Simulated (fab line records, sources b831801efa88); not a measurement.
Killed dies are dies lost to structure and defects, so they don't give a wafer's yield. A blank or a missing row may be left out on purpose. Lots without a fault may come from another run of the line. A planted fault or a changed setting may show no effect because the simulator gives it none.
fab line records | flow sfq_line
record lots=14 wafers=41 last_day=91
route steps=325 shown M1@70 I1@73 M3@131 I3@134
lots that met no fault: from a run of the same line without faults
start_h: hours from the record's first day to the start of the lot's first wafer shown | wait_h: hours since the lot's step before | " the same as in the row above | L1.1+2: a row that stands for several wafers | - no value, or no start given | * or withheld: withheld | < > ~ a bound
route shown NAME@n: a module of which the file shows steps, and the number in the route of the first | usual: mean/standard deviation of fault-free wafers | same: alike in all rows | chamber/n: place in a boat | sites: the reading at each site | _std_site: their standard deviation | _edge_site: outer sites' mean less inner sites' | radius_mm: how far each site lies from the wafer's centre | mask NAME#n: copy n | behind: the tool/chamber that last shaped the wafer | hold: why the lot was held/for how many hours/how that ended | device: the transistor (n, p or np) that didn't switch | end of line: the same wafers' tests at the end of the route | a step without rows: its recipe alone | killed: dies lost to structure and defects at the first sort, not the wafer's yield | map: a wafer's dies, x killed, . not, _ none there
set.NAME: the setting as run; set.NAME@STEP: as run at that earlier step | model.NAME: the simulator's own value behind a step, which no gauge read
steps of the route over a sample of lots; a table a step, a row a wafer
services: from which hour (start_h, from the record's first day; less than 0 if before it) a tool's chamber was out of use, for how many hours, and why
## steps
# step SFQ_TRILAYER_M1_ETCH_METAL_ETCH_042
# recipe target=Nb stop_on=SiO2 mask_material=PR chemistry=Cl2/Ar target_depth_nm=240 icp_w=600 bias_w=80 pressure_mtorr=10 time_s=120
# usual bias_w=80.05/0.22 drypump_motor_current_A=5.9/0.44 oes_product_au=0.897/0.0075
# same time_s=120
# columns lot.wafer tool chamber start_h wait_h bias_w drypump_motor_current_A oes_product_au rf_hours_counter_h
L297.4 rie_metal-04 0 511.12 0.1 79.95 6.5 0.891 -
L297.5 " 1 " " 80.16 6.6 0.890 -
L297.6 " 0 " " 79.67 6.4 0.889 -
L300.1 rie_metal-04 1 542.28 0.0 80.13 6.6 0.905 15
L300.2 " 0 " " 79.87 6.5 0.901 5
L300.4 " 1 " " 80.44 6.6 0.893 -
L303.1 rie_metal-04 0 589.90 0.0 79.91 6.5 0.907 13
L303.3 " 1 " " 79.99 6.7 0.907 -
L303.6 " 1 " " 80.20 6.6 0.900 -
L304.1 rie_metal-02 1 603.10 0.0 80.06 5.6 0.896 20
L304.4 " 0 " " 80.04 6.0 0.907 -
L304.5 " 0 " " 80.11 6.1 0.898 -
L305.3 rie_metal-02 0 610.92 0.1 80.02 6.1 0.883 -
L305.5 " 1 " " 79.90 5.6 0.897 -
L305.6 " 0 " " 79.95 6.1 0.891 -
L306.4 rie_metal-01 0 614.52 0.1 79.89 5.4 0.897 -
L306.5 " 0 " " 80.34 5.4 0.900 -
L306.6 " 1 " " 80.06 5.6 0.892 -
L307.3 rie_metal-01 1 624.12 0.1 79.88 5.6 0.892 -
L307.4 " 0 " " 80.39 5.4 0.899 -
L308.3 rie_metal-02 0 625.32 0.1 79.91 6.1 0.909 -
L308.5 " 1 " " 79.94 5.6 0.911 -
L308.6 " 0 " " 79.90 6.1 0.899 -
L313.3 rie_metal-02 1 682.88 0.1 80.12 5.5 0.907 -
L313.4 " 0 " " 79.98 6.1 0.917 -
L313.5 " 1 " " 80.42 5.6 0.910 -
L314.2 rie_metal-02 0 698.26 0.0 80.34 6.1 0.892 89
L314.4 " 0 " " 80.09 6.1 0.895 -
L314.6 " 1 " " 80.47 5.6 0.885 -
L315.4 rie_metal-04 0 706.70 0.1 79.77 6.5 0.904 -
L315.5 " 1 " " 80.42 6.6 0.899 -
L315.6 " 0 " " 80.12 6.4 0.901 -
L317.1 rie_metal-02 1 723.46 0.0 80.12 5.5 0.896 37
L317.4 " 1 " " 79.91 5.6 0.889 -
L317.6 " 0 " " 80.00 6.1 0.893 -
L318.1 rie_metal-01 1 739.22 0.1 80.06 5.6 0.901 102
L318.5 " 1 " " 79.90 5.6 0.900 -
L318.6 " 1 " " 80.04 5.6 0.898 -
L319.2 rie_metal-04 1 741.46 0.0 79.78 6.7 0.894 40
L319.4 " 1 " " 79.77 6.7 0.900 -
L319.5 " 0 " " 80.29 6.5 0.896 -
# step SFQ_TRILAYER_I1_DEP_PECVD_045
# recipe material=SiO2 temp_c=150 time_s=111.11 pressure_torr=2.4 rf_w=183.3 precursor=SiH4/N2O target_thk_nm=500
# usual heater_power_w=87/16 throttle_valve_pct=24.9/0.74
# same time_s=111.11
# columns lot.wafer tool chamber start_h wait_h heater_power_w throttle_valve_pct
L297.4 pecvd-04 0 512.02 0.0 95 23.4
L297.5 " 1 " " 85 23.8
L297.6 " 2 " " 85 24.0
L300.1 pecvd-01 1 543.18 0.0 95 23.9
L300.2 " 2 " " 95 24.2
L300.4 " 1 " " 99 23.9
L303.1 pecvd-03 0 590.80 0.0 94 25.3
L303.3 " 2 " " 65 24.7
L303.6 " 0 " " 99 25.5
L304.1 pecvd-01 1 604.00 0.0 93 24.2
L304.4 " 0 " " 100 24.3
L304.5 " 1 " " 98 24.4
L305.3 pecvd-03 2 611.77 0.0 65 24.9
L305.5 " 0 " " 102 25.6
L305.6 " 1 " " 82 25.7
L306.4 pecvd-04 1 615.41 0.0 81 24.3
L306.5 " 2 " " 89 24.4
L306.6 " 0 " " 96 23.9
L307.3 pecvd-01 1 624.97 0.0 109 24.2
L307.4 " 1 " " 93 24.3
L308.3 pecvd-03 0 626.17 0.0 105 25.6
L308.5 " 0 " " 110 25.5
L308.6 " 2 " " 62 25.0
L313.3 pecvd-04 1 683.74 0.0 80 24.1
L313.4 " 1 " " 83 24.3
L313.5 " 2 " " 87 24.7
L314.2 pecvd-03 2 699.16 0.0 63 24.7
L314.4 " 1 " " 85 25.6
L314.6 " 2 " " 64 25.1
L315.4 pecvd-03 2 707.60 0.0 61 25.0
L315.5 " 0 " " 95 25.4
L315.6 " 1 " " 85 25.7
L317.1 pecvd-03 1 724.36 0.0 77 25.8
L317.4 " 1 " " 79 25.9
L317.6 " 0 " " 112 25.4
L318.1 pecvd-03 2 741.02 0.0 63 25.1
L318.5 " 0 " " 113 25.5
L318.6 " 1 " " 79 25.9
L319.2 pecvd-04 0 742.36 0.0 91 24.3
L319.4 " 0 " " 96 24.2
L319.5 " 2 " " 91 25.0
# step SFQ_TRILAYER_M3_STRIP_STRIP_079
# recipe gas=O2 power_w=200 platen_temp_c=40 overash_fraction=0.65 chemistry=O2 pressure_mtorr=50
# usual drypump_motor_current_A=6.0/0.45 oes_product_au=0.997/0.0073
# columns lot.wafer tool chamber start_h wait_h drypump_motor_current_A oes_product_au rf_hours_counter_h
L297.4 rie_metal-02 1 1092.83 0.2 5.6 0.997 -
L297.5 " 1 " " 5.6 0.999 -
L297.6 " 0 " " 6.1 0.991 -
L300.1 rie_metal-04 1 1119.03 0.1 6.6 0.984 85
L300.2 " 0 " " 6.5 0.997 82
L300.4 " 0 " " 6.5 0.990 -
L303.1 rie_metal-04 0 1179.30 0.1 6.5 1.006 90
L303.3 " 1 " " 6.6 1.013 -
L303.6 " 0 " " 6.5 1.004 -
L304.1 rie_metal-04 0 1182.90 0.1 6.5 1.014 90
L304.4 " 0 " " 6.5 0.995 -
L304.5 " 0 " " 6.5 0.992 -
L305.3 rie_metal-02 0 1189.32 0.2 6.1 1.012 -
L305.5 " 0 " " 6.1 1.006 -
L305.6 " 1 " " 5.6 1.011 -
L306.4 rie_metal-01 1 1192.92 0.2 5.6 0.998 -
L306.5 " 0 " " 5.4 0.993 -
L306.6 " 1 " " 5.6 1.000 -
L307.3 rie_metal-02 1 1198.92 0.2 5.6 1.007 -
L307.4 " 0 " " 6.1 0.999 -
L308.3 rie_metal-01 1 1203.72 0.2 5.6 0.993 -
L308.5 " 0 " " 5.4 0.976 -
L308.6 " 1 " " 5.6 0.982 -
L313.3 rie_metal-01 1 1255.32 0.2 5.6 0.992 -
L313.4 " 0 " " 5.4 0.997 -
L313.5 " 1 " " 5.6 0.993 -
L314.2 rie_metal-02 0 1274.50 0.1 6.1 0.995 32
L314.4 " 0 " " 6.0 1.001 -
L314.6 " 0 " " 6.0 1.007 -
L315.4 rie_metal-04 0 1294.92 0.2 6.5 0.990 -
L315.5 " 1 " " 6.6 1.001 -
L315.6 " 0 " " 6.5 1.000 -
L317.1 rie_metal-04 1 1340.76 0.1 6.6 0.995 114
L317.4 " 0 " " 6.5 0.996 -
L317.6 " 1 " " 6.6 0.991 -
L318.1 rie_metal-04 0 1347.96 0.1 6.5 0.996 116
L318.5 " 0 " " 6.5 0.999 -
L318.6 " 1 " " 6.6 0.995 -
L319.2 rie_metal-02 1 1349.16 0.1 5.6 1.007 112
L319.4 " 1 " " 5.6 1.005 -
L319.5 " 1 " " 5.6 1.006 -
# step SFQ_TRILAYER_I3_CMP_CMP_082
# recipe material=SiO2 down_force_psi=3 platen_rpm=60 pad_velocity_m_s=0.94248
# usual motor_current_A=9.9/0.87 time_to_endpoint_s=212/6.6
# columns lot.wafer tool chamber start_h wait_h motor_current_A time_to_endpoint_s
L297.4 cmp-02 0 1094.04 0.5 10.6 214
L297.5 " 3 1095.54 2.0 11.1 216
L297.6 " 0 " " 10.2 216
L300.2 cmp-01 1 1120.42 0.6 9.1 207
L300.4 " 2 " " 9.4 214
L300.1 " 3 " " 10.3 210
L303.3 cmp-02 2 1180.15 0.0 9.9 199
L303.1 " 1 1181.65 1.5 10.5 207
L303.6 " 3 1182.65 2.5 10.9 218
L304.4 cmp-01 3 1184.29 0.5 10.1 211
L304.1 " 0 " " 7.9 199
L304.5 " 2 1185.79 2.0 9.7 216
L305.3 cmp-01 0 1189.98 0.0 8.3 204
L305.5 " 0 1191.98 2.0 8.7 202
L305.6 " 1 " " 8.8 213
L306.4 cmp-02 2 1194.11 0.5 9.9 208
L306.5 " 1 1195.61 2.0 10.8 207
L306.6 " 2 " " 10.0 209
L307.4 cmp-01 3 1201.38 1.8 9.9 274
L307.3 " 2 1202.88 3.3 9.8 280
L308.3 cmp-01 1 1207.38 3.0 9.0 282
L308.6 " 1 1209.38 5.0 9.2 209
L308.5 " 2 " " 9.7 212
L313.3 cmp-02 2 1257.40 1.5 9.5 208
L313.4 " 3 " " 11.1 231
L313.5 " 3 1259.90 3.9 11.5 219
L314.4 cmp-01 2 1280.53 5.2 9.8 214
L314.2 " 3 " " 10.3 208
L314.6 " 1 1282.03 6.6 9.1 223
L315.4 cmp-02 0 1296.61 1.0 10.3 221
L315.6 " 2 1297.61 2.0 10.1 220
L315.5 " 3 " " 11.7 226
L317.4 cmp-02 2 1350.82 9.2 9.6 217
L317.1 " 1 1352.32 10.7 10.7 215
L317.6 " 3 1353.32 11.7 11.0 219
L319.4 cmp-02 1 1360.32 10.3 10.2 213
L319.2 " 3 1361.32 11.3 11.5 206
L319.5 " 0 " " 10.5 220
L318.1 cmp-01 3 1360.68 11.7 9.4 213
L318.5 " 1 1361.68 12.7 9.0 226
L318.6 " 2 " " 9.7 215
# step SFQ_TRILAYER_I3_METRO_MEASURE_083
# usual thk_nm=199.5/1.1
# columns lot.wafer tool chamber start_h wait_h thk_nm
L297.4 film_metro-04 - 1097.26 0.6 199.8
L297.5 " - " " 201.9
L297.6 " - " " 201.0
L300.1 film_metro-03 - 1123.04 0.1 199.7
L300.2 " - " " 198.8
L300.4 " - " " 199.5
L303.1 film_metro-02 - 1183.27 0.1 199.4
L303.3 " - " " 198.9
L303.6 " - " " 199.3
L304.1 film_metro-02 - 1186.91 0.1 198.5
L304.4 " - " " 199.9
L304.5 " - " " 198.8
L305.3 film_metro-02 - 1193.50 0.5 198.3
L305.5 " - " " 198.0
L305.6 " - " " 199.9
L306.4 film_metro-02 - 1197.33 0.6 199.7
L306.5 " - " " 199.1
L306.6 " - " " 199.1
L307.3 film_metro-04 - 1204.90 0.5 303.4
L307.4 " - " " 301.1
L308.3 film_metro-03 - 1210.90 0.5 305.4
L308.5 " - " " 198.7
L308.6 " - " " 199.6
L313.3 film_metro-04 - 1260.92 0.5 198.6
L313.4 " - " " 200.7
L313.5 " - " " 198.3
L314.2 film_metro-03 - 1282.85 0.3 198.4
L314.4 " - " " 199.0
L314.6 " - " " 200.2
L315.4 film_metro-03 - 1299.33 0.6 201.5
L315.5 " - " " 201.6
L315.6 " - " " 199.7
L317.1 film_metro-04 - 1353.94 0.1 199.7
L317.4 " - " " 200.0
L317.6 " - " " 200.4
L318.1 film_metro-03 - 1362.80 0.1 201.9
L318.5 " - " " 199.6
L318.6 " - " " 200.5
L319.2 film_metro-04 - 1363.14 0.3 200.2
L319.4 " - " " 201.5
L319.5 " - " " 200.1
# step SFQ_TRILAYER_I3_VIA_ETCH_VIA_ETCH_088
# recipe target=SiO2 stop_on=Nb mask_material=PR taper_deg=20 chemistry=CHF3 target_depth_nm=260 source_w=500 bias_w=80 pressure_mtorr=30 time_s=withheld
# usual bias_w=79.99/0.24 drypump_motor_current_A=5.6/0.43 oes_product_au=0.854/0.005
# columns lot.wafer tool chamber start_h wait_h bias_w drypump_motor_current_A oes_product_au
L297.4 rie_diel-02 3 1100.25 0.1 80.20 6.2 0.851
L297.5 " 2 " " 79.90 5.9 0.861
L297.6 " 0 " " 80.12 5.9 0.853
L300.1 rie_diel-03 1 1126.57 0.0 79.96 5.6 0.852
L300.2 " 0 " " 79.99 5.6 0.853
L300.4 " 2 " " 79.78 4.7 0.857
L303.1 rie_diel-03 2 1192.58 0.0 79.97 4.7 0.858
L303.3 " 3 " " 80.51 5.8 0.841
L303.6 " 0 " " 80.20 5.6 0.852
L304.1 rie_diel-01 1 1193.78 0.0 80.00 5.4 0.853
L304.4 " 0 " " 79.85 6.3 0.863
L304.5 " 0 " " 79.82 6.2 0.854
L305.3 rie_diel-01 1 1198.58 0.0 79.65 5.4 0.846
L305.5 " 0 " " 79.93 6.3 0.851
L305.6 " 1 " " 79.85 5.4 0.857
L306.4 rie_diel-02 2 1200.26 0.0 79.77 5.9 0.859
L306.5 " 2 " " 79.78 5.9 0.856
L306.6 " 1 " " 79.72 5.2 0.860
L307.3 rie_diel-03 1 1208.02 0.0 79.91 5.6 1.003
L307.4 " 3 " " 79.58 5.7 1.000
L308.3 rie_diel-01 2 1216.21 0.0 79.80 5.5 0.990
L308.5 " 3 " " 80.11 5.5 0.851
L308.6 " 0 " " 80.38 6.3 0.858
L313.3 rie_diel-02 2 1264.77 0.0 80.12 5.9 0.856
L313.4 " 1 " " 79.58 5.2 0.855
L313.5 " 2 " " 79.98 5.9 0.850
L314.2 rie_diel-02 0 1286.17 0.0 80.38 5.9 0.856
L314.4 " 0 " " 80.03 5.9 0.855
L314.6 " 1 " " 79.93 5.2 0.860
L315.4 rie_diel-03 0 1302.38 0.0 80.09 5.6 0.849
L315.5 " 3 " " 79.67 5.8 0.861
L315.6 " 2 " " 80.09 4.7 0.856
L317.1 rie_diel-01 2 1357.59 0.0 79.95 5.5 0.856
L317.4 " 3 " " 79.88 5.4 0.851
L317.6 " 0 " " 79.74 6.2 0.856
L318.1 rie_diel-03 2 1484.97 0.0 79.97 4.7 0.862
L318.5 " 1 " " 80.18 5.7 0.852
L318.6 " 0 " " 80.20 5.6 0.861
L319.2 rie_diel-02 2 1486.17 0.0 80.07 5.9 0.859
L319.4 " 3 " " 80.23 6.2 0.870
L319.5 " 3 " " 80.57 6.2 0.853
## services
# columns tool chamber start_h hours kind
rie_metal-04 - 506.21 0.4 repair
pecvd-03 - 517.06 1.2 repair
cmp-02 - 541.73 9.0 repair
rie_metal-04 1 548.37 21.0 repair
cmp-02 - 550.76 5.9 pm
cmp-02 - 551.64 3.2 repair
cmp-02 - 585.83 4.0 pm
rie_metal-04 - 617.93 14.6 pm
pecvd-03 1 627.66 5.6 repair
rie_metal-04 - 704.99 0.8 repair
rie_metal-02 0 780.18 3.2 repair
rie_metal-02 - 813.13 0.9 repair
rie_metal-04 - 816.54 2.8 pm
rie_metal-04 1 845.56 5.6 repair
rie_metal-02 - 876.96 2.8 pm
rie_metal-02 0 909.29 4.3 repair
rie_metal-04 - 975.71 0.4 repair
rie_metal-02 1 1210.74 22.7 repair
rie_metal-04 - 1228.26 9.1 repair
rie_metal-04 1 1242.20 11.4 repair
rie_metal-02 1 1365.82 9.0 repair
rie_metal-02 - 1410.08 14.6 pm
rie_metal-04 - 1431.61 0.4 repair
rie_metal-02 1 1442.55 1.7 repair
## key
first_sign step=SFQ_TRILAYER_I3_CMP_CMP_082 reading=time_to_endpoint_s direction=up sigmas=10 usual=* struck=*
effect step=SFQ_TRILAYER_I3_METRO_MEASURE_083 reading=thk_nm direction=up sigmas=96 usual=199.5 struck=303.3
effect step=SFQ_TRILAYER_I3_VIA_ETCH_VIA_ETCH_088 reading=oes_product_au direction=up sigmas=29 usual=0.854 struck=0.998
met_at SFQ_TRILAYER_I3_CMP_CMP_082
struck_lots L307,L308
struck_wafers L307.3,L307.4,L308.3
not_acting_at SFQ_TRILAYER_M1_ETCH_METAL_ETCH_042,SFQ_TRILAYER_I1_DEP_PECVD_045,SFQ_TRILAYER_M3_STRIP_STRIP_079
onset_between 1189.98 1201.38
fault kind=process_parameter_drift tool=cmp-01 chamber=- onset_h=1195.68 steps=SFQ_TRILAYER_I3_CMP_CMP_082 channel=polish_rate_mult offset=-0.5 shape=step end_h=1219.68 scope=struck_wafers_only
